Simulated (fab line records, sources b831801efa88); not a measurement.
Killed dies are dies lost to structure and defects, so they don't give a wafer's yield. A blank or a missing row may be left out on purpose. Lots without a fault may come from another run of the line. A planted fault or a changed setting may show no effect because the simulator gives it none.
One fault seen from 2 desks | flow sfq_line | each desk has only its own numbers; what lay behind them comes last

THE TOOL OWNER'S DESK: pvd_sputter-06
The tool's own readings at SFQ_TRILAYER_M3_DEP_SPUTTER_073 (material Nb, target thk 200 nm, time 133.3 s): means of the sampled wafers that have a number, for each lot that ran on this tool. A lot is out of limits, marked OUT, if its mean lies more than 4 standard deviations from the usual mean; the brackets give that distance.
Columns: A = base_pressure_pa at SFQ_TRILAYER_M3_DEP_SPUTTER_073, usual 1.32e-06 Pa; B = cathode_dc_power_W at SFQ_TRILAYER_M3_DEP_SPUTTER_073, usual 2000.0 W; C = resputter_cathode_voltage_v at SFQ_TRILAYER_M3_DEP_SPUTTER_073, usual 400 V; D = substrate_temp_c at SFQ_TRILAYER_M3_DEP_SPUTTER_073, usual 20.00 C; E = throttle_valve_pct at SFQ_TRILAYER_M3_DEP_SPUTTER_073, usual 30.1 %
lot  | first seen here | A        | B                        | C   | D     | E
L927 | day 32 13:28    | 1.31e-06 | 1999.7                   | 399 | 20.06 | 30.0
L931 | day 34 09:33    | 1.36e-06 | 1999.8                   | 400 | 20.08 | 29.7
L933 | day 36 06:56    | 1.26e-06 | 2000.2                   | 398 | 20.00 | 29.7
L936 | day 38 07:11    | 1.35e-06 | 1826.9 (-99 or more) OUT | 397 | 20.11 | 29.4
L946 | day 47 08:01    | 1.30e-06 | 2000.0                   | 400 | 19.97 | 29.6
This desk's finding: out of limits on L936; first on L936, day 38 07:11 (cathode_dc_power_W at SFQ_TRILAYER_M3_DEP_SPUTTER_073). In limits: L927, L931, L933, L946.

THE METROLOGY DESK
What the gauges read, lot by lot, whatever tool the lot ran on: means of the sampled wafers that have a number. A lot is out of limits, marked OUT, if its mean lies more than 4 standard deviations from the usual mean; the brackets give that distance.
Columns: A = M3_NB_RS at SFQ_M3_RS_MEAS_919, usual 0.894 ohm/sq
lot  | first seen here | A
L924 | day 31 19:45    | 0.876
L925 | day 32 02:10    | 0.892
L927 | day 32 13:34    | 0.898
L930 | day 33 00:07    | 0.902
L931 | day 34 09:41    | 0.892
L932 | day 36 01:15    | 0.902
L933 | day 36 07:02    | 0.891
L935 | day 37 13:19    | 0.894
L936 | day 38 07:17    | 1.002 (+14) OUT
L942 | day 46 11:34    | 0.887
L943 | day 46 17:35    | 0.888
L944 | day 46 21:10    | 0.902
L946 | day 47 08:07    | 0.899
This desk's finding: out of limits on L936; first on L936, day 38 07:17 (M3_NB_RS at SFQ_M3_RS_MEAS_919). In limits: L924, L925, L927, L930, L931, L932, L933, L935, L942, L943, L944, L946.

PUT TOGETHER
The tool owner's desk could have raised an alarm at day 38 07:11, on L936.
The metrology desk could have raised an alarm at day 38 07:17, on L936.
Of the lots named, all ran SFQ_TRILAYER_M3_DEP_SPUTTER_073 on pvd_sputter-06.

WHAT THE SIMULATOR HAD PUT IN
Process parameter drift: pvd_sputter-06, from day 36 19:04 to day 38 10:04, at SFQ_TRILAYER_M3_DEP_SPUTTER_073. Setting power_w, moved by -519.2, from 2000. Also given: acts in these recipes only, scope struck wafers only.
Lots struck among those shown: L936.
Hours from the fault's start to each desk's first reading out of limits: the tool owner's desk, 36; the metrology desk, 36.
